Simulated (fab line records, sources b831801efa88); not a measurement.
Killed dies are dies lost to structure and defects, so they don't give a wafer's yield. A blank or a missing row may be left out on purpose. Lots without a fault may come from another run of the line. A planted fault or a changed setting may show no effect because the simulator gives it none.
Tool commonality check | flow sky130 | 12 lots, 36 wafers sampled

WHY IT WAS OPENED
At SKY_VT_ADJUST_PCH_TW_MEAS_10 the reading VT_ADJUST_PCH_TW is flagged on 2 of 12 lots. Wafers without a fault read 143.7, standard deviation 1.8.
Rule: a lot is flagged when every wafer of it that has a number lies more than 4 standard deviations from that mean, or none has a number. The other lots count as sound.

lot  | measured     | on            | VT_ADJUST_PCH_TW, wafer by wafer | flag
L274 | day 11 01:45 | film_metro-02 | 146.2 146.5 147.4                |
L276 | day 11 19:45 | film_metro-02 | 146.3 146.3 146.2                |
L277 | day 12 05:08 | film_metro-01 | 141.5 141.7 141.7                |
L279 | day 12 12:57 | film_metro-01 | 141.4 141.8 141.9                |
L283 | day 13 21:36 | film_metro-01 | 141.8 142.0 141.8                |
L284 | day 14 03:11 | film_metro-02 | 146.4 145.7 144.7                |
L290 | day 16 00:50 | film_metro-02 | 146.0 145.8 146.1                |
L292 | day 16 07:44 | film_metro-02 | 131.9 131.1 131.5                | FLAGGED
L293 | day 17 02:15 | film_metro-02 | 129.8 130.4 129.6                | FLAGGED
L294 | day 17 03:25 | film_metro-04 | 143.3 142.3 143.0                |
L296 | day 17 22:14 | film_metro-02 | 144.7 144.8 144.6                |
L297 | day 18 10:37 | film_metro-02 | 144.8 144.9 145.4                |
The numbers of the flagged lots are 130.7 on average: -13.0 against the usual, or -7 standard deviations.

WHICH TOOL RAN EACH LOT
The record holds 2 process steps before the reading, out of a route of 708 steps. In each cell: the tool, then ch and the chambers that the sampled wafers went through, then the start.
lot  | flag    | SKY_NWELL_STRIP_25                   | SKY_VT_ADJUST_PCH_IMPLANT_08
L274 |         | plasma_asher-01 ch 0, day 5 13:33    | implanter-01 ch 0, day 11 01:31
L276 |         | plasma_asher-02 ch 0,1, day 6 04:26  | implanter-02 ch 0, day 11 19:30
L277 |         | plasma_asher-01 ch 0,1, day 6 11:21  | implanter-01 ch 0, day 12 04:53
L279 |         | plasma_asher-01 ch 0,1, day 6 19:44  | implanter-03 ch 0, day 12 12:43
L283 |         | plasma_asher-02 ch 0,1, day 7 21:00  | implanter-03 ch 0, day 13 21:21
L284 |         | plasma_asher-01 ch 0,1, day 8 03:00  | implanter-02 ch 0, day 14 02:56
L290 |         | plasma_asher-04 ch 0,1, day 9 17:01  | implanter-02 ch 0, day 16 00:38
L292 | FLAGGED | plasma_asher-01 ch 0,1, day 10 00:26 | implanter-01 ch 0, day 16 07:32
L293 | FLAGGED | plasma_asher-02 ch 0,1, day 10 09:12 | implanter-01 ch 0, day 17 02:00
L294 |         | plasma_asher-02 ch 0,1, day 10 13:44 | implanter-03 ch 0, day 17 03:11
L296 |         | plasma_asher-02 ch 0,1, day 11 04:03 | implanter-03 ch 0, day 17 22:00
L297 |         | plasma_asher-04 ch 0,1, day 11 10:14 | implanter-02 ch 0, day 18 10:23
What these steps do:
- SKY_NWELL_STRIP_25: strips in O2/N2.
- SKY_VT_ADJUST_PCH_IMPLANT_08
- SKY_VT_ADJUST_PCH_TW_MEAS_10

FLAGGED OVER TOTAL, TOOL BY TOOL (the gauges that took the reading come last)
step                         | tool            | lots run | flagged | share of the flagged lots | sound lots run after its first flagged lot
SKY_NWELL_STRIP_25           | plasma_asher-01 | 5        | 1       | some                      | 0
SKY_NWELL_STRIP_25           | plasma_asher-02 | 5        | 1       | some                      | 2 (L294,L296)
SKY_NWELL_STRIP_25           | plasma_asher-04 | 2        | 0       | none                      | -
SKY_VT_ADJUST_PCH_IMPLANT_08 | implanter-01    | 4        | 2       | all                       | 0
SKY_VT_ADJUST_PCH_IMPLANT_08 | implanter-02    | 4        | 0       | none                      | -
SKY_VT_ADJUST_PCH_IMPLANT_08 | implanter-03    | 4        | 0       | none                      | -
SKY_VT_ADJUST_PCH_TW_MEAS_10 | film_metro-01   | 3        | 0       | none                      | -
SKY_VT_ADJUST_PCH_TW_MEAS_10 | film_metro-02   | 8        | 2       | all                       | 2 (L296,L297)
SKY_VT_ADJUST_PCH_TW_MEAS_10 | film_metro-04   | 1        | 0       | none                      | -

WHAT THE TABLE ALLOWS
2 rows of the table ran every flagged lot: implanter-01 at SKY_VT_ADJUST_PCH_IMPLANT_08, film_metro-02 at SKY_VT_ADJUST_PCH_TW_MEAS_10.
- implanter-01 at SKY_VT_ADJUST_PCH_IMPLANT_08: 2 of its 4 lots flagged. Its last sound lot is L277 (day 12 04:53), its first flagged lot L292 (day 16 07:32): a fault that began between those two fits. Its own readings lie more than 4 standard deviations out on every wafer of the flagged lots: dose_ions_cm2, faraday_current_uA.
- film_metro-02 at SKY_VT_ADJUST_PCH_TW_MEAS_10: 2 of its 8 lots flagged. Sound lots ran on it after the first flagged one (L296, L297), which a lasting fault on the whole tool wouldn't allow.
One tool is left: implanter-01 at SKY_VT_ADJUST_PCH_IMPLANT_08.

WHAT THE SIMULATOR HAD PUT IN
Process parameter drift: implanter-01, from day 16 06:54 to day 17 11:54, at SKY_VT_ADJUST_PCH_IMPLANT_08. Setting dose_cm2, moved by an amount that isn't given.
Lots struck among those shown: L292, L293. The rule above found the same.
